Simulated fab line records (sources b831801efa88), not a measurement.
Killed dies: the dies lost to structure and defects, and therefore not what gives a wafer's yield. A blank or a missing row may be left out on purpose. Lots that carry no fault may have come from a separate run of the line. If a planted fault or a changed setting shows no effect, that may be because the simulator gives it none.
Comparing a struck lot with a sound one | flow sky130 | 15 steps out of a route of 708
Sound: these wafers, L262.3, L262.5, L262.6. Struck: wafer L267.6 (left out: L267.1, L267.2 of the same lot, which were not struck); the cause appears at the end.
Per side, at each step with rows, come the tool, then ch with its chambers, and then its first start. Under that, the readings that differ: sound wafers | struck wafers | difference of the means | sigmas: that difference in standard deviations of wafers without a fault.
alike: a reading whose means differ by less than 2 such deviations, as well as words and numbers matching on both sides. not compared: withheld readings; readings where some wafer has no value; bounds like >300 that might hide an equal value; numbers whose values overlap and for which the record gives no deviation.
A row with sigmas, a row that says differs or no value, or rows on one side alone: a step with any of these is where the two part. Non-overlapping numbers with no deviation appear without sigmas and do not part them. Lack of a reading on every wafer of one side parts them only where that side has two or more wafers.

SKY_VIA1_STRIP_16: strips in O2/N2.
  sound on plasma-asher-01 ch 0,1, day 37 10:39; struck on plasma-asher-02 ch 0, day 39 00:11
  alike: drypump-motor-current-A, n2-flow-sccm, oes-product-au, strip-time-to-endpoint-s
  not compared: rf-hours-counter-h
then, 3 steps without rows for these wafers: SKY_VIA1_STRIP_17 (strips in post etch residue remover, time 1200 s); SKY_VIA1_CLEAN_18 (cleans in IPA, time 180 s); SKY_VIA1_CLEAN_19 (cleans in O3/DIW).
SKY_VIA1_SPUTTER_20: material TiN, target thk 20 nm, time 80 s.
  struck on pvd-sputter-02, day 39 00:47; sound on pvd-sputter-04, day 37 11:13
  alike: throttle-valve-pct
SKY_VIA1_CVD_21: deposits W, target thk 270 nm, time 80.902 s.
  sound on cvd-w-01 ch 0,1, day 37 11:18; struck on cvd-w-01 ch 1, day 39 00:50
  alike: heater-power-outer-w, heater-power-w, susceptor-temp-C
SKY_VIA1_RS_MEAS_22: a four-point-probe measurement.
  struck on film-metro-04, day 39 00:56; sound on film-metro-02, day 37 11:24
  alike: VIA1_W_RS
SKY_VIA1_THK_MEAS_23: measures by xrf.
  struck on film-metro-04, day 39 01:04; sound on film-metro-02, day 37 11:30
  alike: VIA1_W_THK
SKY_VIA1_CMP_24: polishes, stops on SiO2, t overpolish 15 s, target thk 0 nm.
  sound on cmp-02 ch 0,3, day 37 11:35; struck on cmp-02 ch 0, day 39 01:10
  alike: edge-zone-pressure-frac, motor-current-A, overpolish-run-s, retaining-ring-pressure-frac, time-to-endpoint-s
then, 2 steps without rows for these wafers: SKY_METAL2_SPUTTER_00 (material Ti, target thk 15 nm, time 10 s); SKY_METAL2_SPUTTER_01 (material TiN, target thk 20 nm, time 16.7 s).
SKY_METAL2_SPUTTER_02: material AlCu, target thk 250 nm, time 13.3 s.
  struck on pvd-sputter-03, day 39 01:28; sound on pvd-sputter-03, day 37 11:53
  alike: throttle-valve-pct
SKY_METAL2_SPUTTER_03: material Ti, target thk 5 nm, time 3.3 s.
  struck on pvd-sputter-03, day 39 01:29; sound on pvd-sputter-03, day 37 11:55
  reading                                   | sound             | struck | difference | sigmas
  model.Ti_of_METAL2_SPUTTER_03.thk-nm (nm) | 4.757 4.715 4.861 | 7.17   | +2.39      |
  alike: throttle-valve-pct
then, 1 step without rows for these wafers: SKY_METAL2_SPUTTER_04 (material TiN, target thk 70 nm, time 58.3 s).
-- the record jumps here: 11 days lie between the struck wafers' starts before and after (it left off in module METAL2 and takes up again in module PAD_OPEN, whose first step shown is number 708 of the route) --
SKY_PAD_OPEN_PROBE_99:
  struck on prober-01, day 49 15:55; sound on prober-02, day 48 13:49
  reading                    | sound               | struck | difference | sigmas
  killed-at-other            | 1 0 0               | 2      | +2         | +4
  model.etest.met2.rs-ohm-sq | 0.128 0.1282 0.1272 | 0.1326 | +0.0048    |
  alike: defect-limited-yield, killed_at_M0_to_M3, killed_at_M4_up, killed-at-contacts, killed-at-front-end, killed-dies, killed-on-rim, killed-open, killed-short, sort_bin_3_pad_short, sort_bin_5_function, sort_bin_6_memory, sort-n-pass, sort-yield-pct

WHERE THEY PART
Only at SKY_PAD_OPEN_PROBE_99, within this record.

WHY: whatever the simulator had introduced
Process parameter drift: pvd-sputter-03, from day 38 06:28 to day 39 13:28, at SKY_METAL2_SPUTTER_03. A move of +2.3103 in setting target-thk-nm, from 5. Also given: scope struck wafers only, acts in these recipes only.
